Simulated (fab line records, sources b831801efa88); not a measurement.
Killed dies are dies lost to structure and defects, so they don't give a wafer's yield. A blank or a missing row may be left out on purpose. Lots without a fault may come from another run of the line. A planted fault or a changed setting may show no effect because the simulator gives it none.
fab line records | flow sky130
record lots=5 wafers=15 last_day=50
route steps=708 shown METAL1@439 VIA1@458
lots that met no fault: from a run of the same line without faults
start_h: hours from the record's first day to the start of the lot's first wafer shown | wait_h: hours since the lot's step before | " the same as in the row above | L1.1+2: a row that stands for several wafers | - no value, or no start given | * or withheld: withheld | < > ~ a bound
route shown NAME@n: a module of which the file shows steps, and the number in the route of the first | usual: mean/standard deviation of fault-free wafers | same: alike in all rows | chamber/n: place in a boat | sites: the reading at each site | _std_site: their standard deviation | _edge_site: outer sites' mean less inner sites' | radius_mm: how far each site lies from the wafer's centre | mask NAME#n: copy n | behind: the tool/chamber that last shaped the wafer | hold: why the lot was held/for how many hours/how that ended | device: the transistor (n, p or np) that didn't switch | end of line: the same wafers' tests at the end of the route | a step without rows: its recipe alone | killed: dies lost to structure and defects at the first sort, not the wafer's yield | map: a wafer's dies, x killed, . not, _ none there
set.NAME: the setting as run; set.NAME@STEP: as run at that earlier step | model.NAME: the simulator's own value behind a step, which no gauge read
lots at some steps of the route; a table a step, a row a wafer
services: from which hour (start_h, from the record's first day; less than 0 if before it) a tool's chamber was out of use, for how many hours, and why
## steps
# step SKY_METAL1_RS_MEAS_05
# recipe thk_meas_gauge=four-point-probe reads=TiN_of_METAL1_SPUTTER_04+Ti_of_METAL1_SPUTTER_03+AlCu_of_METAL1_SPUTTER_02+TiN_of_METAL1_SPUTTER_01+Ti_of_METAL1_SPUTTER_00
# usual METAL1_ALCU_RS=0.1269/0.0014
# columns lot.wafer tool chamber start_h wait_h METAL1_ALCU_RS[ohm/sq]
L083.2 film_metro-03 - 807.03 0.0 0.1282
L083.3 " - " " 0.1275
L083.4 " - " " 0.1266
L085.2 film_metro-04 - 826.35 0.0 0.1248
L085.4 " - " " 0.1251
L085.6 " - " " 0.1252
L090.1 film_metro-03 - 858.85 0.0 0.1269
L090.4 " - " " 0.1282
L090.6 " - " " 0.1278
L092.1 film_metro-03 - 876.47 0.0 0.1287
L092.2 " - " " 0.1298
L092.3 " - " " 0.1306
L097.1 film_metro-03 - 910.55 0.0 0.1277
L097.2 " - " " 0.1288
L097.4 " - " " 0.1283
# step SKY_METAL1_THK_MEAS_06
# recipe thk_meas_gauge=xrf reads=AlCu_of_METAL1_SPUTTER_02
# usual METAL1_ALCU_THK=244.5/2.7
# columns lot.wafer tool chamber start_h wait_h METAL1_ALCU_THK[nm]
L083.2 film_metro-03 - 807.14 0.1 245.2
L083.3 " - " " 243.3
L083.4 " - " " 246.1
L085.2 film_metro-04 - 826.46 0.1 248.9
L085.4 " - " " 247.3
L085.6 " - " " 249.8
L090.1 film_metro-03 - 858.97 0.1 244.6
L090.4 " - " " 244.7
L090.6 " - " " 242.9
L092.1 film_metro-03 - 876.59 0.1 243.6
L092.2 " - " " 241.3
L092.3 " - " " 239.7
L097.1 film_metro-03 - 910.67 0.1 243.1
L097.2 " - " " 241.6
L097.4 " - " " 242.4
# step SKY_METAL1_DEHYDRATE_07
# recipe temp_c=200 time_s=60
# columns lot.wafer tool chamber start_h wait_h
L083.2+3+4 litho_track-02 0 820.23 13.1
L085.2+4+6 litho_track-01 0 838.06 11.6
L090.1+4+6 litho_track-01 0 871.34 12.4
L092.1+2+3 litho_track-02 0 888.66 12.1
L097.1+2+4 litho_track-01 0 921.29 10.6
# step SKY_METAL1_HMDS_08
# recipe prime_time_s=60 prime_temp_c=120
# columns lot.wafer tool chamber start_h wait_h
L083.2+3+4 litho_track-02 0 820.38 0.1
L085.2+4+6 litho_track-01 0 838.21 0.1
L090.1+4+6 litho_track-01 0 871.49 0.1
L092.1+2+3 litho_track-02 0 888.81 0.1
L097.1+2+4 litho_track-01 0 921.44 0.1
# step SKY_METAL1_COAT_09
# recipe resist=BARC temp_c=withheld time_s=withheld spin_rpm=3000 resist_thk_nm=60
# usual spin_speed_rpm=3000.1/2.1
# columns lot.wafer tool chamber start_h wait_h spin_speed_rpm
L083.2 litho_track-02 0 820.53 0.1 2998.7
L083.3 " 0 " " 2999.0
L083.4 " 0 " " 3000.1
L085.2 litho_track-01 0 838.36 0.1 2999.5
L085.4 " 0 " " 3001.5
L085.6 " 0 " " 2996.1
L090.1 litho_track-01 0 871.64 0.1 3002.0
L090.4 " 0 " " 2999.5
L090.6 " 0 " " 2996.3
L092.1 litho_track-02 0 888.96 0.1 2998.9
L092.2 " 0 " " 2999.6
L092.3 " 0 " " 3001.4
L097.1 litho_track-01 0 921.59 0.1 2999.8
L097.2 " 0 " " 3000.6
L097.4 " 0 " " 3000.6
# step SKY_METAL1_COAT_10
# recipe resist=KrF-thick spin_rpm=3000 resist_thk_nm=450
# usual spin_speed_rpm=2999.7/2.1
# columns lot.wafer tool chamber start_h wait_h spin_speed_rpm
L083.2 litho_track-02 0 - - 3001.1
L083.3 " 0 " " 2998.9
L083.4 " 0 " " 2999.8
L085.2 litho_track-01 0 - - 2996.1
L085.4 " 0 " " 2999.3
L085.6 " 0 " " 2998.5
L090.1 litho_track-01 0 - - 2999.3
L090.4 " 0 " " 3002.9
L090.6 " 0 " " 3000.2
L092.1 litho_track-02 0 - - 2998.5
L092.2 " 0 " " 2998.5
L092.3 " 0 " " 2998.8
L097.1 litho_track-01 0 - - 2993.1
L097.2 " 0 " " 2999.3
L097.4 " 0 " " 2994.5
# step SKY_METAL1_SOFTBAKE_11
# recipe temp_c=100 time_s=90 resist=KrF-thick
# columns lot.wafer tool chamber start_h wait_h
L083.2+3+4 litho_track-02 0 - -
L085.2+4+6 litho_track-01 0 - -
L090.1+4+6 litho_track-01 0 - -
L092.1+2+3 litho_track-02 0 - -
L097.1+2+4 litho_track-01 0 - -
# step SKY_METAL1_EXPOSE_12
# recipe mask_id=MM1 na=0.8 source_shape=annular sigma_inner=0.55 sigma_outer=0.85 target_cd_nm=140 dose_mj=28
# columns lot.wafer tool chamber start_h wait_h mask
L083.2+3+4 krf_scanner-02 0 - - MM1#0
L085.2+4+6 krf_scanner-01 0 - - MM1#0
L090.1+4+6 krf_scanner-02 0 - - MM1#0
L092.1+2+3 krf_scanner-02 0 - - MM1#0
L097.1+2+4 krf_scanner-02 0 - - MM1#0
# step SKY_METAL1_PEB_13
# recipe peb_temp_c=withheld peb_time_s=withheld resist=KrF-thick
# columns lot.wafer tool chamber start_h wait_h
L083.2+3+4 litho_track-03 0 - -
L085.2+4+6 litho_track-03 0 - -
L090.1+4+6 litho_track-03 0 - -
L092.1+2+3 litho_track-03 0 - -
L097.1+2+4 litho_track-01 0 - -
# step SKY_METAL1_DEVELOP_14
# recipe develop_time_s=60 resist=KrF-thick dev_temp_c=21
# columns lot.wafer tool chamber start_h wait_h
L083.2+3+4 litho_track-03 0 - -
L085.2+4+6 litho_track-03 0 - -
L090.1+4+6 litho_track-03 0 - -
L092.1+2+3 litho_track-03 0 - -
L097.1+2+4 litho_track-01 0 - -
# step SKY_METAL1_CD_MEAS_15
# recipe target_cd_nm=140
# usual cd_nm=139.4/1.3
# columns lot.wafer tool chamber start_h wait_h cd_nm
L083.2 cd_sem-02 - 833.95 - 136.2
L083.3 " - " " 137.6
L083.4 " - " " 139.0
L085.2 cd_sem-02 - 852.70 - 140.3
L085.4 " - " " 139.7
L085.6 " - " " 139.8
L090.1 cd_sem-02 - 884.78 - 139.6
L090.4 " - " " 140.2
L090.6 " - " " 139.4
L092.1 cd_sem-01 - 901.53 - 138.5
L092.2 " - " " 139.4
L092.3 " - " " 140.0
L097.1 cd_sem-02 - 934.99 - 140.0
L097.2 " - " " 139.4
L097.4 " - " " 138.6
# step SKY_METAL1_OVL_MEAS_16
# usual METAL1_OVL=-1/6
# columns lot.wafer tool chamber start_h wait_h METAL1_OVL[nm]
L083.2 overlay-01 - 834.05 0.1 4
L083.3 " - " " 0
L083.4 " - " " 4
L085.2 overlay-02 - 852.80 0.1 -5
L085.4 " - " " -7
L085.6 " - " " 0
L090.1 overlay-02 - 884.90 0.1 -1
L090.4 " - " " -5
L090.6 " - " " -15
L092.1 overlay-01 - 901.65 0.1 4
L092.2 " - " " -5
L092.3 " - " " 4
L097.1 overlay-01 - 935.11 0.1 -7
L097.2 " - " " -8
L097.4 " - " " -8
# step SKY_METAL1_DESCUM_17
# recipe chemistry=O2 source_power_w=150 bias_power_w=0 pressure_mtorr=10 temp_c=40 time_s=8
# usual drypump_motor_current_A=5.9/0.34 oes_product_au=0.995/0.0078
# columns lot.wafer tool chamber start_h wait_h drypump_motor_current_A oes_product_au rf_hours_counter_h
L083.2 rie_metal-02 1 834.08 0.0 6.1 0.984 3
L083.3 " 0 " " 5.5 1.002 -
L083.4 " 1 " " 6.1 0.989 -
L085.2 rie_metal-01 0 852.83 0.0 5.2 0.999 8
L085.4 " 1 " " 5.9 0.999 -
L085.6 " 0 " " 5.2 0.993 -
L090.1 rie_metal-04 1 884.93 0.0 6.3 0.981 3
L090.4 " 0 " " 5.9 1.000 -
L090.6 " 1 " " 6.3 0.996 -
L092.1 rie_metal-02 0 901.68 0.0 5.5 0.986 9
L092.2 " 1 " " 6.1 0.992 6
L092.3 " 0 " " 5.5 0.991 -
L097.1 rie_metal-01 1 935.14 0.0 5.9 1.007 15
L097.2 " 0 " " 5.2 0.996 11
L097.4 " 0 " " 5.2 0.994 -
# step SKY_METAL1_ETCH_18
# recipe chemistry=N2/H2 target=BARC ion_energy_ev=200 bias_w=100 pressure_mtorr=30 n2_flow_sccm=100 h2_flow_sccm=200 icp_w=500 stop_on=SiO2 time_s=45.9 target_depth_a=600
# usual drypump_motor_current_A=5.9/0.34 oes_product_au=0.855/0.0048 throttle_valve_pct=13.225/0.0093
# columns lot.wafer tool chamber start_h wait_h drypump_motor_current_A oes_product_au rf_hours_counter_h throttle_valve_pct
L083.2 rie_metal-02 1 834.11 0.0 6.1 0.864 3 13.226
L083.3 " 0 " " 5.5 0.855 - 13.216
L083.4 " 1 " " 6.1 0.856 - 13.223
L085.2 rie_metal-01 0 852.86 0.0 5.2 0.851 8 13.238
L085.4 " 1 " " 6.0 0.859 - 13.230
L085.6 " 0 " " 5.2 0.856 - 13.221
L090.1 rie_metal-04 1 884.96 0.0 6.3 0.845 3 13.212
L090.4 " 0 " " 5.9 0.849 - 13.242
L090.6 " 1 " " 6.3 0.851 - 13.228
L092.1 rie_metal-02 0 901.71 0.0 5.5 0.855 9 13.222
L092.2 " 1 " " 6.1 0.846 6 13.226
L092.3 " 0 " " 5.5 0.853 - 13.225
L097.1 rie_metal-01 1 935.18 0.0 6.0 0.851 15 13.227
L097.2 " 0 " " 5.2 0.851 11 13.219
L097.4 " 0 " " 5.2 0.855 - 13.208
# step SKY_METAL1_METAL_ETCH_19
# recipe target_depth_a=3600 stop_on=SiO2 over_etch_frac=0.3 time_s=78 chemistry=Cl2/BCl3 resist_sidewall_deg=88 pressure_mtorr=10 icp_w=900 bias_w=48.5 Cl2_flow_sccm=60 bcl3_flow_sccm=30
# usual drypump_motor_current_A=5.9/0.34 mfc_cl2_sccm=59.98/0.19 oes_product_au=0.854/0.0052 throttle_valve_pct=22.264/0.0092
# columns lot.wafer tool chamber start_h wait_h drypump_motor_current_A mfc_cl2_sccm oes_product_au rf_hours_counter_h throttle_valve_pct
L083.2 rie_metal-02 1 834.18 0.0 6.1 60.07 0.850 3 22.247
L083.3 " 0 " " 5.6 59.99 0.850 - 22.264
L083.4 " 1 " " 6.1 60.02 0.859 - 22.258
L085.2 rie_metal-01 0 852.93 0.0 5.2 60.03 0.857 8 22.268
L085.4 " 1 " " 5.9 59.91 0.861 - 22.266
L085.6 " 0 " " 5.2 60.02 0.859 - 22.259
L090.1 rie_metal-04 1 885.03 0.0 6.3 59.89 0.844 3 22.266
L090.4 " 0 " " 6.0 59.84 0.853 - 22.255
L090.6 " 1 " " 6.3 60.09 0.853 - 22.257
L092.1 rie_metal-02 0 901.78 0.0 5.5 60.03 0.851 9 22.265
L092.2 " 1 " " 6.1 59.97 0.846 6 22.269
L092.3 " 0 " " 5.5 59.92 0.848 - 22.275
L097.1 rie_metal-01 1 935.24 0.0 5.9 59.91 0.849 15 22.257
L097.2 " 0 " " 5.2 59.82 0.855 11 22.266
L097.4 " 0 " " 5.2 59.89 0.843 - 22.254
# step SKY_METAL1_STRIP_20
# recipe chemistry=O2/N2 power_w=1400 pressure_mtorr=1500 platen_temp_c=withheld o2_flow_sccm=3000 n2_flow_sccm=300 overash_fraction=0.5
# usual drypump_motor_current_A=5.8/0.45 oes_product_au=0.345/0.0044 strip_time_to_endpoint_s=2.74/0.041
# columns lot.wafer tool chamber start_h wait_h drypump_motor_current_A oes_product_au rf_hours_counter_h strip_time_to_endpoint_s
L083.2 plasma_asher-02 0 834.27 0.1 4.8 0.344 41 2.76
L083.3 " 1 " " 5.7 0.347 - 2.70
L083.4 " 0 " " 4.9 0.344 - 2.78
L085.2 plasma_asher-03 1 853.02 0.1 5.7 0.341 69 2.76
L085.4 " 0 " " 6.0 0.342 - 2.70
L085.6 " 0 " " 6.0 0.340 - 2.76
L090.1 plasma_asher-01 0 885.12 0.1 6.2 0.341 109 2.72
L090.4 " 1 " " 6.3 0.337 - 2.64
L090.6 " 0 " " 6.1 0.344 - 2.73
L092.1 plasma_asher-03 1 901.87 0.1 5.8 0.344 74 2.75
L092.2 " 0 " " 6.0 0.347 74 2.76
L092.3 " 0 " " 6.0 0.350 - 2.77
L097.1 plasma_asher-03 1 935.33 0.1 5.8 0.345 77 2.70
L097.2 " 0 " " 6.0 0.354 77 2.76
L097.4 " 1 " " 5.7 0.346 - 2.78
# step SKY_METAL1_STRIP_21
# recipe chemistry=post_etch_residue_remover time_s=1200 temp_c=72.5
# columns lot.wafer tool chamber start_h wait_h
L083.2+3+4 wet_bench-03 0 834.37 0.1
L085.2+4+6 wet_bench-01 0 853.12 0.1
L090.1+4+6 wet_bench-04 1 885.22 0.1
L092.1+2+3 wet_bench-04 2 901.97 0.1
L097.1+2+4 wet_bench-01 2 935.43 0.1
# step SKY_METAL1_CLEAN_22
# recipe chemistry=IPA time_s=180 temp_c=25
# columns lot.wafer tool chamber start_h wait_h
L083.2+3+4 wet_bench-04 3 834.71 0.0
L085.2+4+6 wet_bench-03 1 853.49 0.0
L090.1+4+6 wet_bench-03 0 885.56 0.0
L092.1+2+3 wet_bench-03 3 902.31 0.0
L097.1+2+4 wet_bench-03 3 935.80 0.0
# step SKY_METAL1_CLEAN_23
# recipe chemistry=O3/DIW dry=n2_spin
# columns lot.wafer tool chamber start_h wait_h
L083.2+3+4 wet_bench-03 2 834.77 0.0
L085.2+4+6 wet_bench-04 0 853.55 0.0
L090.1+4+6 wet_bench-04 0 885.62 0.0
L092.1+2+3 wet_bench-04 3 902.37 0.0
L097.1+2+4 wet_bench-04 2 935.92 0.0
# step SKY_VIA1_HDPCVD_00
# recipe material=SiO2 target_thk_nm=1030 sigma_open_frac=0.3 time_s=171.7 temp_c=400 sih4_flow_sccm=60 pressure_mtorr=6
# columns lot.wafer tool chamber start_h wait_h
L083.2+3+4 hdpcvd-01 2,0,0 834.86 0.0
L085.2+4+6 hdpcvd-01 1,2,0 853.66 0.0
L090.1+4+6 hdpcvd-02 0,0,1 885.71 0.0
L092.1+2+3 hdpcvd-02 1,2,0 902.46 0.0
L097.1+2+4 hdpcvd-01 1,0,2 936.02 0.0
# step SKY_VIA1_THK_MEAS_01
# recipe reads=SiO2_of_VIA1_HDPCVD_00
# usual VIA1_HDPCVD_THK=1031/9.9
# columns lot.wafer tool chamber start_h wait_h VIA1_HDPCVD_THK[nm]
L083.2 film_metro-01 - 834.99 0.1 1026
L083.3 " - " " 1030
L083.4 " - " " 1027
L085.2 film_metro-01 - 853.78 0.1 1024
L085.4 " - " " 1015
L085.6 " - " " 1005
L090.1 film_metro-04 - 885.82 0.1 1036
L090.4 " - " " 1041
L090.6 " - " " 1048
L092.1 film_metro-04 - 902.57 0.1 1047
L092.2 " - " " 1034
L092.3 " - " " 1028
L097.1 film_metro-04 - 936.13 0.1 1025
L097.2 " - " " 1032
L097.4 " - " " 1023
# step SKY_VIA1_CMP_02
# recipe material=SiO2 down_force_psi=4 platen_rpm=60 pad_velocity_m_s=0.94248
# usual motor_current_A=12.2/1.4 retaining_ring_pressure_frac=1.000/0.0046 slurry_flow_ml_min=150.0/0.46
# columns lot.wafer tool chamber start_h wait_h motor_current_A retaining_ring_pressure_frac slurry_flow_ml_min
L083.2 cmp-02 2 835.04 0.0 13.4 1.000 149.5
L083.3 " 3 " " 9.0 1.001 149.8
L083.4 " 0 " " 11.9 0.996 149.4
L085.2 cmp-01 0 853.83 0.0 14.5 0.997 150.5
L085.4 " 1 " " 14.2 0.994 150.3
L085.6 " 1 " " 14.4 0.995 151.0
L090.1 cmp-02 3 885.98 0.1 8.6 0.994 150.0
L090.4 " 0 " " 13.6 0.999 149.7
L090.6 " 1 " " 11.1 0.997 150.0
L092.3 cmp-02 3 902.68 0.1 8.9 1.003 150.7
L092.1 " 0 " " 12.2 1.005 150.6
L092.2 " 1 " " 11.6 0.997 150.2
L097.2 cmp-02 2 936.24 0.1 13.2 1.005 149.7
L097.1 " 0 " " 12.8 0.992 150.0
L097.4 " 1 " " 11.4 1.004 149.9
# step SKY_VIA1_BOW_MEAS_03
# recipe mode=bow
# usual VIA1_BOW=80/7.6
# columns lot.wafer tool chamber start_h wait_h VIA1_BOW[um]
L083.2 film_metro-03 - 835.36 0.3 73
L083.3 " - " " 64
L083.4 " - " " 90
L085.2 film_metro-04 - 854.15 0.3 82
L085.4 " - " " 83
L085.6 " - " " 88
L090.1 film_metro-01 - 886.18 0.1 73
L090.4 " - " " 86
L090.6 " - " " 72
L092.1 film_metro-01 - 902.93 0.1 72
L092.2 " - " " 75
L092.3 " - " " 78
L097.1 film_metro-03 - 936.54 0.1 86
L097.2 " - " " 92
L097.4 " - " " 91
# step SKY_VIA1_DEHYDRATE_04
# recipe temp_c=200 time_s=60
# columns lot.wafer tool chamber start_h wait_h
L083.2+3+4 litho_track-03 0 848.10 12.7
L085.2+4+6 litho_track-01 0 866.06 11.9
L090.1+4+6 litho_track-03 0 898.23 12.0
L092.1+2+3 litho_track-04 0 914.95 12.0
L097.1+2+4 litho_track-03 0 947.38 10.8
# step SKY_VIA1_HMDS_05
# recipe prime_time_s=60 prime_temp_c=120
# columns lot.wafer tool chamber start_h wait_h
L083.2+3+4 litho_track-03 0 848.25 0.1
L085.2+4+6 litho_track-01 0 866.21 0.1
L090.1+4+6 litho_track-03 0 898.38 0.1
L092.1+2+3 litho_track-04 0 915.10 0.1
L097.1+2+4 litho_track-03 0 947.53 0.1
# step SKY_VIA1_COAT_06
# recipe resist=BARC temp_c=withheld time_s=withheld spin_rpm=3000 resist_thk_nm=60
# usual spin_speed_rpm=3000.0/1.9
# columns lot.wafer tool chamber start_h wait_h spin_speed_rpm
L083.2 litho_track-03 0 848.40 0.1 2999.3
L083.3 " 0 " " 3000.5
L083.4 " 0 " " 3002.8
L085.2 litho_track-01 0 866.36 0.1 3000.2
L085.4 " 0 " " 2998.4
L085.6 " 0 " " 2997.2
L090.1 litho_track-03 0 898.53 0.1 2999.7
L090.4 " 0 " " 2999.6
L090.6 " 0 " " 3001.6
L092.1 litho_track-04 0 915.25 0.1 2997.5
L092.2 " 0 " " 2996.3
L092.3 " 0 " " 2999.3
L097.1 litho_track-03 0 947.68 0.1 3003.3
L097.2 " 0 " " 3000.3
L097.4 " 0 " " 3000.3
# step SKY_VIA1_COAT_07
# recipe resist=KrF-thick spin_rpm=3000 resist_thk_nm=450
# usual spin_speed_rpm=3000.0/2.4
# columns lot.wafer tool chamber start_h wait_h spin_speed_rpm
L083.2 litho_track-03 0 - - 2999.0
L083.3 " 0 " " 2999.2
L083.4 " 0 " " 3000.0
L085.2 litho_track-01 0 - - 2994.9
L085.4 " 0 " " 3001.4
L085.6 " 0 " " 3000.1
L090.1 litho_track-03 0 - - 3002.0
L090.4 " 0 " " 3000.1
L090.6 " 0 " " 3003.5
L092.1 litho_track-04 0 - - 2999.9
L092.2 " 0 " " 2999.3
L092.3 " 0 " " 2999.0
L097.1 litho_track-03 0 - - 2998.1
L097.2 " 0 " " 2996.8
L097.4 " 0 " " 2997.8
# step SKY_VIA1_SOFTBAKE_08
# recipe temp_c=100 time_s=90 resist=KrF-thick
# columns lot.wafer tool chamber start_h wait_h
L083.2+3+4 litho_track-03 0 - -
L085.2+4+6 litho_track-01 0 - -
L090.1+4+6 litho_track-03 0 - -
L092.1+2+3 litho_track-04 0 - -
L097.1+2+4 litho_track-03 0 - -
# step SKY_VIA1_EXPOSE_09
# recipe mask_id=VIM na=0.8 source_shape=annular sigma_inner=0.55 sigma_outer=0.85 target_cd_nm=150 dose_mj=38
# columns lot.wafer tool chamber start_h wait_h mask
L083.2+3+4 krf_scanner-01 0 - - VIM#0
L085.2+4+6 krf_scanner-02 0 - - VIM#0
L090.1+4+6 krf_scanner-02 0 - - VIM#0
L092.1+2+3 krf_scanner-01 0 - - VIM#0
L097.1+2+4 krf_scanner-02 0 - - VIM#0
## services
# columns tool chamber start_h hours kind
cmp-02 - 804.61 3.9 pm
rie_metal-02 0 807.00 17.4 repair
cmp-01 - 810.89 1.0 repair
rie_metal-01 - 811.40 0.7 repair
plasma_asher-01 - 818.64 16.4 pm
hdpcvd-01 2 843.11 5.8 repair
krf_scanner-01 - 847.96 0.8 pm
cmp-01 - 858.53 0.3 repair
cmp-02 - 862.50 1.3 repair
krf_scanner-01 - 864.09 6.0 repair
krf_scanner-02 - 870.17 0.8 pm
wet_bench-01 - 873.90 44.6 pm
cmp-01 - 884.17 4.1 pm
krf_scanner-01 - 888.16 26.1 repair
cmp-01 - 889.37 1.1 repair
cmp-02 - 896.35 2.2 repair
krf_scanner-02 - 911.00 1.3 repair
cmp-02 - 912.54 0.9 repair
krf_scanner-01 - 914.29 1.3 pm
krf_scanner-01 - 925.78 0.5 repair
hdpcvd-02 - 925.95 2.8 pm
krf_scanner-01 - 930.02 1.0 pm
krf_scanner-02 - 932.32 1.3 pm
krf_scanner-02 - 940.03 0.4 repair
## key
fault none
